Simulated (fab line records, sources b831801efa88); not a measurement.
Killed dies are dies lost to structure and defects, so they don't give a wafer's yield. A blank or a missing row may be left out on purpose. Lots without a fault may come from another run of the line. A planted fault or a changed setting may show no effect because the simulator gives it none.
Which tool did it? | flow sky130 | 13 lots, 36 wafers sampled, at 4 steps of a route of 708

WHAT THE GAUGES READ, wafer by wafer
SKY_PWDE_OVL_MEAS_07. Usual: PWDE_OVL 0.4 nm, standard deviation 1.4.
lot  | measured    | on         | PWDE_OVL (nm)  | flag
L488 | day 3 22:49 | overlay-02 | 0.9 -0.3 1.9   |
L490 | day 4 08:07 | overlay-02 | -1.2 1.3 -0.3  |
L489 | day 4 10:01 | overlay-02 | -1.0 -1.0 -0.5 |
L492 | day 4 23:25 | overlay-01 | 1.0 0.3 0.5    |
L493 | day 5 02:16 | overlay-01 | 0.1 0.5 3.4    |
L494 | day 5 08:19 | overlay-01 | 1.0 1.1 1.3    |
L503 | day 7 15:10 | overlay-02 | 0.5            |
L504 | day 7 17:58 | overlay-01 | 1.0            |
L506 | day 8 03:31 | overlay-01 | 0.1 3.0 1.1    |
L508 | day 8 15:58 | overlay-02 | 0.3 0.4 -0.3   |
L509 | day 9 00:25 | overlay-01 | 1.3 1.5 2.1    |
L511 | day 9 10:28 | overlay-02 | -0.2 3.4 2.2   |

WHICH TOOL RAN EACH LOT (tool, then ch and the chambers of the sampled wafers, then the start)
lot  | SKY_FIELD_ISO_ETCH_15             | SKY_FIELD_ISO_STRIP_16              | SKY_DNWELL_STRIP_08
L488 | rie_diel-02 ch 2,3, day 2 06:52   | plasma_asher-03 ch 0,1, day 2 06:58 | plasma_asher-02 ch 0,1, day 3 06:31
L490 | rie_diel-02 ch 1,2,3, day 2 15:28 | plasma_asher-04 ch 0,1, day 2 15:32 | plasma_asher-01 ch 0,1, day 3 15:37
L489 | rie_diel-01 ch 1,3, day 2 15:46   | plasma_asher-01 ch 0, day 2 15:50   | plasma_asher-02 ch 0,1, day 3 17:13
L492 | rie_diel-02 ch 0,1, day 3 02:45   | plasma_asher-01 ch 0,1, day 3 02:49 | plasma_asher-02 ch 0, day 4 04:34
L493 | rie_diel-02 ch 1,2,3, day 3 06:55 | plasma_asher-03 ch 0,1, day 3 06:59 | plasma_asher-01 ch 0,1, day 4 07:55
L494 | rie_diel-02 ch 0,1,2, day 3 12:30 | plasma_asher-03 ch 0,1, day 3 12:34 | plasma_asher-03 ch 0,1, day 4 14:17
L498 | rie_diel-02 ch 0,2, day 4 14:39   | plasma_asher-04 ch 0, day 4 14:44   | -
L503 | rie_diel-02 ch 1,3, day 5 12:55   | plasma_asher-04 ch 0,1, day 5 12:59 | plasma_asher-03 ch 1, day 6 18:52
L504 | rie_diel-02 ch 0,1, day 5 16:10   | plasma_asher-01 ch 0,1, day 5 16:14 | plasma_asher-02 ch 0, day 6 21:35
L506 | rie_diel-03 ch 1,2,3, day 6 03:28 | plasma_asher-03 ch 1, day 6 03:32   | plasma_asher-03 ch 0,1, day 7 07:13
L508 | rie_diel-01 ch 0,1,2, day 6 13:52 | plasma_asher-01 ch 0,1, day 6 13:56 | plasma_asher-01 ch 0,1, day 7 18:46
L509 | rie_diel-03 ch 1,2,3, day 6 18:21 | plasma_asher-03 ch 0,1, day 6 18:25 | plasma_asher-03 ch 0,1, day 8 03:07
L511 | rie_diel-03 ch 0,3, day 7 06:16   | plasma_asher-04 ch 0,1, day 7 06:20 | plasma_asher-03 ch 0,1, day 8 13:10
- SKY_FIELD_ISO_ETCH_15: etches the open film in CHF3/O2, stops on Si, target depth 180 nm, time 72 s.
- SKY_FIELD_ISO_STRIP_16: strips in O2/N2.
- SKY_DNWELL_STRIP_08: strips in O2/N2.

WHAT THE TOOLS THEMSELVES READ (means of the sampled wafers that have a number; where no wafer has one, the mark that the record gives instead)
SKY_FIELD_ISO_ETCH_15. Usual: drypump_motor_current_A 5.8 A, standard deviation 0.49; oes_product_au 0.946 a.u., standard deviation 0.0088; rf_fwd_power_W 595.7 W, standard deviation 2; throttle_valve_pct 8.844 %, standard deviation 0.0099.
lot  | tool        | drypump_motor_current_A (A) | oes_product_au (a.u.) | rf_fwd_power_W (W) | throttle_valve_pct (%) | flag
L488 | rie_diel-02 | 5.7                         | 0.941                 | 596.8              | 8.846                  |
L490 | rie_diel-02 | 5.5                         | 0.946                 | 595.7              | 8.849                  |
L489 | rie_diel-01 | 5.7                         | 0.939                 | 594.8              | 8.847                  |
L492 | rie_diel-02 | 6.1                         | 0.943                 | 595.5              | 8.843                  |
L493 | rie_diel-02 | 5.5                         | 0.952                 | 595.0              | 8.835                  |
L494 | rie_diel-02 | 5.9                         | 0.939                 | 597.2              | 8.839                  |
L498 | rie_diel-02 | 6.2                         | 0.835                 | 597.6              | 8.819                  | OFF
L503 | rie_diel-02 | 5.3                         | 0.887                 | 592.8              | 8.832                  | OFF
L504 | rie_diel-02 | 5.9                         | 0.889                 | 595.5              | 8.838                  | OFF
L506 | rie_diel-03 | 5.7                         | 0.950                 | 595.6              | 8.838                  |
L508 | rie_diel-01 | 6.0                         | 0.947                 | 594.6              | 8.841                  |
L509 | rie_diel-03 | 5.7                         | 0.940                 | 594.7              | 8.847                  |
L511 | rie_diel-03 | 6.1                         | 0.943                 | 595.7              | 8.830                  |

SKY_FIELD_ISO_STRIP_16. Usual: drypump_motor_current_A 5.5 A, standard deviation 0.38; oes_product_au 0.378 a.u., standard deviation 0.0042; strip_time_to_endpoint_s 3.553 s, standard deviation 0.026.
lot  | tool            | drypump_motor_current_A (A) | oes_product_au (a.u.) | strip_time_to_endpoint_s (s) | flag
L488 | plasma_asher-03 | 5.3                         | 0.381                 | 3.557                        |
L490 | plasma_asher-04 | 5.8                         | 0.381                 | 3.560                        |
L489 | plasma_asher-01 | 6.0                         | 0.379                 | 3.542                        |
L492 | plasma_asher-01 | 5.4                         | 0.382                 | 3.525                        |
L493 | plasma_asher-03 | 5.3                         | 0.377                 | 3.580                        |
L494 | plasma_asher-03 | 5.3                         | 0.380                 | 3.582                        |
L498 | plasma_asher-04 | 5.2                         | 0.395                 | 3.995                        | OFF
L503 | plasma_asher-04 | 5.7                         | 0.385                 | 3.726                        | OFF
L504 | plasma_asher-01 | 5.5                         | 0.385                 | 3.750                        | OFF
L506 | plasma_asher-03 | 5.2                         | 0.377                 | 3.550                        |
L508 | plasma_asher-01 | 5.7                         | 0.371                 | 3.535                        |
L509 | plasma_asher-03 | 5.4                         | 0.378                 | 3.558                        |
L511 | plasma_asher-04 | 5.8                         | 0.381                 | 3.590                        |

SKY_DNWELL_STRIP_08. Usual: drypump_motor_current_A 5.6 A, standard deviation 0.39; oes_product_au 0.723 a.u., standard deviation 0.0045; strip_time_to_endpoint_s 36.92 s, standard deviation 0.12.
lot  | tool            | drypump_motor_current_A (A) | oes_product_au (a.u.) | strip_time_to_endpoint_s (s) | flag
L488 | plasma_asher-02 | 6.0                         | 0.716                 | 36.88                        |
L490 | plasma_asher-01 | 5.7                         | 0.721                 | 36.76                        |
L489 | plasma_asher-02 | 6.1                         | 0.720                 | 36.85                        |
L492 | plasma_asher-02 | 6.0                         | 0.719                 | 36.99                        |
L493 | plasma_asher-01 | 5.4                         | 0.726                 | 36.90                        |
L494 | plasma_asher-03 | 5.3                         | 0.725                 | 36.85                        |
L503 | plasma_asher-03 | 5.2                         | 0.731                 | 36.74                        |
L504 | plasma_asher-02 | 6.0                         | 0.724                 | 36.99                        |
L506 | plasma_asher-03 | 5.3                         | 0.722                 | 36.87                        |
L508 | plasma_asher-01 | 5.7                         | 0.721                 | 36.92                        |
L509 | plasma_asher-03 | 5.4                         | 0.724                 | 36.76                        |
L511 | plasma_asher-03 | 5.3                         | 0.722                 | 36.82                        |

THE ANSWER, worked out from the rows above alone
Rule: a lot is off if the mean of its wafers that have a number lies more than 3 standard deviations from the usual mean. A lot without any number at a reading at which 4 lots or more have one is off too. The other lots that the step has rows for count as sound. The gauges are gone through in route order, then the tools' own readings, and for those a lot's mean is taken as printed above. The first step at which some lot is off is used, and at that step the reading that is off furthest; a lot without a number counts as furthest.
Off: L498, L503, L504, at SKY_FIELD_ISO_ETCH_15 (oes_product_au).
A tool fits if, at that step or a process step before it, it ran every lot that is off, and no sound lot after the first of them. One fits: rie_diel-02 at SKY_FIELD_ISO_ETCH_15. Its last sound lot is L494 (day 3 12:30), its first lot that is off L498 (day 4 14:39): a fault that began between those two fits.
The tool's own readings at SKY_FIELD_ISO_ETCH_15 bear it out: on the lots that are off they differ by more than 5 times the standard deviation of the sound lots' means. oes_product_au reads 0.870 a.u. there against 0.944 a.u. on the sound lots.

WHAT THE SIMULATOR HAD PUT IN
Process parameter drift: rie_diel-02, from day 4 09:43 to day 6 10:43, at SKY_FIELD_ISO_ETCH_15. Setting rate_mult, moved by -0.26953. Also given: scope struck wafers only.
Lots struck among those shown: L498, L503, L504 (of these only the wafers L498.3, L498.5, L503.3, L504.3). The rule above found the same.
